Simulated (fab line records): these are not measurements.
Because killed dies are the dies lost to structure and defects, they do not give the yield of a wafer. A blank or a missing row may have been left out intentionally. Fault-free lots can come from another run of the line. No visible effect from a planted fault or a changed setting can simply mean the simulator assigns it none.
Lot-split experiment    flow sky130    5 lots, 23 wafers read, on a route of 708 steps

== ON THE SPLIT ==
At SKY_VIA4_DEVELOP_10 (develop time 60 s), the setting devTempC was moved away from the recipe's 23 C on 8 of the 23 wafers read, by -16.1% to +11.2%. The other wafers ran this setting at the recipe's value.

There is no step in the file separating the split from the reading.

== THE READING ==
VIA4.cdNm (the simulator's own value, which no gauge read), in nm, at SKY_VIA4_ETCH_12 (etches SiO2 in C4F8/O2/Ar, stops on TiN, target depth 580 nm). The file gives no usual value for it. Average 798.6 nm, standard deviation 2.9 nm, over the 15 wafers here run with the recipe.

wafer   tool, chamber at the split  devTempC as run, C  against the recipe  VIA4.cdNm, nm  against lot-mates on the recipe
L074.1  lithoTrack-04, 0            23                  recipe              794.9          -
L074.3  lithoTrack-04, 0            23                  recipe              794.8          -
L074.6  lithoTrack-04, 0            23                  recipe              794.8          -
L074.4  lithoTrack-04, 0            23                  recipe              796.6          -
L074.5  lithoTrack-04, 0            23                  recipe              793.9          -
L076.1  lithoTrack-01, 0            23                  recipe              799.5          -
L076.2  lithoTrack-01, 0            23                  recipe              799.4          -
L076.6  lithoTrack-01, 0            23                  recipe              797.6          -
L077.1  lithoTrack-02, 0            23                  recipe              801.5          -
L077.3  lithoTrack-02, 0            21.66               -5.8%               803.3          +3.1
L077.4  lithoTrack-02, 0            23                  recipe              799.8          -
L077.5  lithoTrack-02, 0            23                  recipe              799.4          -
L077.6  lithoTrack-02, 0            21.66               -5.8%               803.8          +3.6
L081.1  lithoTrack-04, 0            23                  recipe              803.7          -
L081.2  lithoTrack-04, 0            25.58               +11.2%              795.1          -6.9
L081.3  lithoTrack-04, 0            25.58               +11.2%              793.6          -8.4
L081.4  lithoTrack-04, 0            25.58               +11.2%              793.1          -8.9
L081.6  lithoTrack-04, 0            23                  recipe              800.4          -
L083.1  lithoTrack-04, 0            19.29               -16.1%              811.9          +10.7
L083.2  lithoTrack-04, 0            19.29               -16.1%              812.5          +11.3
L083.3  lithoTrack-04, 0            23                  recipe              800.2          -
L083.4  lithoTrack-04, 0            23                  recipe              802.1          -
L083.6  lithoTrack-04, 0            19.29               -16.1%              815.3          +14.1

THE FIT
A straight line over all 23 wafers: VIA4.cdNm changes by -0.734 nm for each +1% of devTempC; r = -0.88; the points scatter about the line by 2.9 nm.
The same after taking each lot's own level away (the mean of its wafers on the recipe; 23 wafers): -0.732 nm for each +1%; r = -0.98; scatter 1.1 nm.
On that fit, the largest move of devTempC shifts the reading by 12 nm.
From 795.00 to 802.05 nm: that is the span of the lots' own levels, equal to 2.4 times the standard deviation above.
The two slopes agree, so the slope changes little with the lot-to-lot level.
Check: with one of the wafers moved furthest among these (-16.1%) left out of the fit, the line predicts +12.1 nm for it against its lot-mates. It came out at +10.7 nm against them.

== THESE WAFERS: OTHER SPLITS ==
Before the reading, these wafers also passed through other splits. Each is held against what the fit with the lots' levels taken away leaves over:
other split on the same wafers         wafers away from the commonest value  r with VIA4.cdNm (lot level and that fit taken away)
SKY_VIA2_ETCH_15 biasW                 8                                     +0.13
SKY_CAPM_EXPOSE_09 doseMj              7                                     +0.32
SKY_METAL3_EXPOSE_10 doseMj            5                                     +0.10
SKY_METAL3_ETCH_16 timeS               7                                     +0.06
SKY_VIA3_ETCH_15 timeS                 7                                     -0.01
SKY_CAP2M_DEVELOP_11 devTempC          7                                     -0.12
SKY_METAL4_COAT_07 resistThkNm         7                                     +0.20
SKY_METAL4_METAL_ETCH_18 overEtchFrac  7                                     +0.20

== FILE'S OWN FIT ==
VIA4.cdNm changes by -0.727 nm for each +1% of devTempC, r = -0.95.
